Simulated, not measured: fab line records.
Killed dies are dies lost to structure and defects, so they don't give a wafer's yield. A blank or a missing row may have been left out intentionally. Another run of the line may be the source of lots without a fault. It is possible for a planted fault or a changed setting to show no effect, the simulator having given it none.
Struck lot and sound lot, side by side ; flow sky130 ; 43 steps out of a route of 708
Sound: the wafers L865.1, L865.2, L865.6. Struck: wafer L879.6. (L879.1, L879.3 of the same lot were not struck and are left out.) The cause comes at the end.
Per side, at each step with rows, come the tool, then ch with its chambers, and then its first start. Under that, the readings that differ: sound wafers ; struck wafers ; difference of the means ; sigmas: that difference in standard deviations of wafers without a fault.
alike: a reading whose means differ by less than 2 such deviations, as well as words and numbers matching on both sides. not compared: withheld readings; readings where some wafer has no value; bounds like >300 that might hide an equal value; numbers whose values overlap and for which the record gives no deviation.
The two part at a step that has a row with sigmas, a row that says differs or no value, or rows on one side only. When numbers do not overlap yet have no deviation, they are printed without sigmas and do not part them. Lack of a reading on every wafer of one side parts them only where that side has two or more wafers.

SKY_VIA3_STRIP_16: strips in O2/N2.
  sound on plasma_asher-04 ch 0,1, day 40 13:38; struck on plasma_asher-01 ch 0, day 44 14:43
reading;sound;struck;difference;sigmas
drypump_motor_current_A (A);6.3 5.9 5.9;5.1;-0.9;-3
  alike: oes_product_au, strip_time_to_endpoint_s
  not compared: rf_hours_counter_h
then, 5 steps without rows for these wafers: SKY_VIA3_STRIP_17 (strips in post etch residue remover, time 1200 s); SKY_VIA3_CLEAN_18 (cleans in IPA, time 180 s); SKY_VIA3_CLEAN_19 (cleans in O3/DIW); SKY_VIA3_SPUTTER_20 (material TiN, target thk 20 nm, time 80 s); SKY_VIA3_CVD_21 (deposits W, target thk 390 nm, time 117.31 s).
SKY_VIA3_RS_MEAS_22: measurement is done with a four-point probe.
  sound on film_metro-01, day 40 14:58; struck on film_metro-04, day 44 15:32
  alike: VIA3_W_RS
SKY_VIA3_THK_MEAS_23: measures by xrf.
  sound on film_metro-01, day 40 15:05; struck on film_metro-04, day 44 15:40
  alike: VIA3_W_THK
then, 2 steps without rows for these wafers: SKY_VIA3_CMP_24 (polishes, stops on SiO2, t overpolish 20 s, target thk 0 nm); SKY_METAL4_SPUTTER_00 (material Ti, target thk 15 nm, time 10 s).
SKY_METAL4_SPUTTER_01: material TiN, target thk 20 nm, time 16.7 s.
  sound on pvd_sputter-03, day 40 15:35; struck on pvd_sputter-01, day 44 16:08
  alike: throttle_valve_pct
then, 1 step without rows for these wafers: SKY_METAL4_SPUTTER_02 (material AlCu, target thk 735 nm, time 39.1 s).
SKY_METAL4_SPUTTER_03: material Ti, target thk 5 nm, time 3.3 s.
  sound on pvd_sputter-03, day 40 15:39; struck on pvd_sputter-01, day 44 16:12
  alike: throttle_valve_pct
SKY_METAL4_SPUTTER_04: material TiN, target thk 70 nm, time 58.3 s.
  sound on pvd_sputter-03, day 40 15:40; struck on pvd_sputter-01, day 44 16:13
  alike: throttle_valve_pct
then, 1 step without rows for these wafers: SKY_CAP2M_CVD_00 (deposits SiO2, target thk 15.5 nm).
SKY_CAP2M_THK_MEAS_01:
  sound on film_metro-02, day 40 15:44; struck on film_metro-03, day 44 16:17
  alike: CAP2M_CVD_00_THK
SKY_CAP2M_SPUTTER_02: material TiN, target thk 200 nm, time 166.7 s.
  sound on pvd_sputter-04, day 40 15:48; struck on pvd_sputter-02, day 44 16:21
  alike: throttle_valve_pct
SKY_CAP2M_RS_MEAS_03: measurement is done with a four-point probe.
  sound on film_metro-04, day 40 15:54; struck on film_metro-03, day 44 16:27
  alike: CAP2M_TIN_RS
SKY_CAP2M_THK_MEAS_04: measures by xrf.
  sound on film_metro-04, day 40 16:01; struck on film_metro-03, day 44 16:34
  alike: CAP2M_TIN_THK
then, 7 steps without rows for these wafers: SKY_CAP2M_DEHYDRATE_05 (time 60 s); SKY_CAP2M_HMDS_06 (prime time 60 s); SKY_CAP2M_COAT_07 (resist thk 1140 nm); SKY_CAP2M_SOFTBAKE_08 (time 60 s); SKY_CAP2M_EXPOSE_09 (exposes mask CAP2M, target cd 1000 nm); SKY_CAP2M_PEB_10; SKY_CAP2M_DEVELOP_11 (develop time 60 s).
SKY_CAP2M_OVL_MEAS_12:
  sound on overlay-02, day 41 15:26; struck on overlay-02, day 45 13:46
  alike: CAP2M_OVL
SKY_CAP2M_METAL_ETCH_13: etches TiN in Cl2/BCl3, stops on SiO2, target depth 220 nm, time 62.9 s.
  sound on rie_metal-03 ch 0,1, day 41 15:28; struck on rie_metal-04 ch 1, day 45 13:49
reading;sound;struck;difference;sigmas
drypump_motor_current_A (A);5.60 5.60 5.62;5.20;-0.41;-2
throttle_valve_pct (%);21.899 21.902 21.908;21.881;-0.022;-2
  alike: oes_product_au
  not compared: rf_hours_counter_h
then, 12 steps without rows for these wafers: SKY_CAP2M_STRIP_14 (strips in O2/N2); SKY_CAP2M_STRIP_15 (strips in post etch residue remover, time 1200 s); SKY_CAP2M_CLEAN_16 (cleans in IPA, time 180 s); SKY_CAP2M_CLEAN_17 (cleans in O3/DIW); SKY_METAL4_DEHYDRATE_05 (time 60 s); SKY_METAL4_HMDS_06 (prime time 60 s); SKY_METAL4_COAT_07 (resist thk 60 nm); SKY_METAL4_COAT_08 (resist thk 1140 nm); SKY_METAL4_SOFTBAKE_09 (time 90 s); SKY_METAL4_EXPOSE_10 (exposes mask MM4, target cd 300 nm); SKY_METAL4_PEB_11; SKY_METAL4_DEVELOP_12 (develop time 60 s).
SKY_METAL4_CD_MEAS_13: the cd target is 300 nm.
  sound on cd_sem-01, day 42 15:01; struck on cd_sem-01, day 46 11:22
  alike: cd_nm
SKY_METAL4_OVL_MEAS_14:
  sound on overlay-02, day 42 15:08; struck on overlay-01, day 46 11:29
reading;sound;struck;difference;sigmas
METAL4_OVL (nm);9 8 4;-5;-12;-2
-- the record jumps here: 3 days lie between the struck wafers' starts before and after (it left off in module METAL4 and takes up again in module PAD_OPEN, whose first step shown is number 708 of the route) --
SKY_PAD_OPEN_PROBE_99:
  sound on prober-02, day 46 12:29; struck on prober-01, day 49 21:22
reading;sound;struck;difference;sigmas
defect_limited_yield (%);84.6 83.1 80.1;71.7;-10.9;-5
killed_at_M4_up;2 7 2;69;+65;+38
killed_dies;76 83 98;139;+53;+5
sort_bin_3_pad_short (%);0.2 1.0 1.0;3.7;+3.0;+7
sort_bin_5_function (%);8.5 11.6 11.6;17.7;+7.1;+5
sort_n_pass;416 409 394;353;-53;-5
sort_yield_pct (%);84.6 83.1 80.1;71.7;-10.9;-5
model.etest.tester.sort_n_pass;416 409 394;353;-53;
model.etest.tester.sort_yield_pct (%);84.55 83.13 80.08;71.75;-10.84;
model.etest.tester.sort_bin_5_pct (%);8.537 11.59 11.59;17.68;+7.11;
model.etest.tester.sort_bin_3_pct (%);0.2033 1.016 1.016;3.659;+2.914;
  alike: killed_at_M0_to_M3, killed_at_contacts, killed_at_front_end, killed_at_other, killed_open, killed_short, sort_bin_6_memory

## WHERE THEY PART
At SKY_VIA3_STRIP_16 first; at SKY_PAD_OPEN_PROBE_99 last (within this record only).

WHY: whatever the simulator had introduced
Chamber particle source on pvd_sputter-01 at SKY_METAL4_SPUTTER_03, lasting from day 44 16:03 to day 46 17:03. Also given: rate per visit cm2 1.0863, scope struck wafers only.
